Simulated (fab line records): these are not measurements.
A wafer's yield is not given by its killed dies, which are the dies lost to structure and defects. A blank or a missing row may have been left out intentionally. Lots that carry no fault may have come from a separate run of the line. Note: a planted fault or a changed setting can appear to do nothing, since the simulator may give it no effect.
2 desks looking at one fault / flow sky130 / each desk has only its own numbers; what lay behind them comes last

THE TOOL OWNER'S DESK: iline-stepper-01
The tool's own readings at SKY_LDD_P_EXPOSE_04 (exposes mask PSDM, target cd 380 nm): means of the sampled wafers that have a number, for each lot that ran on this tool. A lot is out of limits, marked OUT, if its mean lies more than 4 standard deviations from the usual mean; the brackets give that distance.
Columns: A = exposure-dose-mJ-cm2 at SKY_LDD_P_EXPOSE_04, usual 138.00; B = focus-offset-nm at SKY_LDD_P_EXPOSE_04, usual 0.2 nm
lot=L113; first seen here=day 18 21:44; A=137.96; B=0.1
lot=L116; first seen here=day 19 14:31; A=138.00; B=0.1
lot=L122; first seen here=day 21 23:38; A=137.74; B=0.1
lot=L130; first seen here=day 24 10:13; A=138.11; B=-0.4
lot=L131; first seen here=day 24 17:11; A=138.00; B=-0.2
lot=L134; first seen here=day 25 15:34; A=138.17; B=-0.1
lot=L136; first seen here=day 26 07:50; A=138.16; B=-0.2
This desk's verdict: no lot among the 7 shows anything out of limits.

AT THE METROLOGY DESK
Lot by lot, what the gauges showed, no matter which tool ran the lot: averages of those sampled wafers that carry a number. A lot is out of limits, marked OUT, if its mean lies more than 4 standard deviations from the usual mean; the brackets give that distance.
Columns: A = GATE_OXIDE_OXIDATION_00_THK at SKY_GATE_OXIDE_THK_MEAS_02, usual 10.93 nm
lot=L113; first seen here=day 13 05:13; A=10.85
lot=L115; first seen here=day 13 19:16; A=11.00
lot=L116; first seen here=day 13 19:16; A=11.00
lot=L117; first seen here=day 14 03:41; A=10.87
lot=L121; first seen here=day 15 15:53; A=10.84
lot=L122; first seen here=day 16 00:32; A=10.83
lot=L128; first seen here=day 18 01:19; A=10.70
lot=L129; first seen here=day 18 08:19; A=10.91
lot=L130; first seen here=day 18 08:20; A=10.69
lot=L131; first seen here=day 18 15:56; A=10.76
lot=L132; first seen here=day 19 01:02; A=11.08
lot=L133; first seen here=day 19 11:16; A=10.84
lot=L134; first seen here=day 19 14:21; A=10.93
lot=L136; first seen here=day 20 09:23; A=11.12
This desk's verdict: no lot among the 14 shows anything out of limits.

PUT TOGETHER
The tool owner's desk saw nothing out of limits.
The metrology desk saw nothing out of limits.

WHAT HAD BEEN PUT IN BY THE SIMULATOR
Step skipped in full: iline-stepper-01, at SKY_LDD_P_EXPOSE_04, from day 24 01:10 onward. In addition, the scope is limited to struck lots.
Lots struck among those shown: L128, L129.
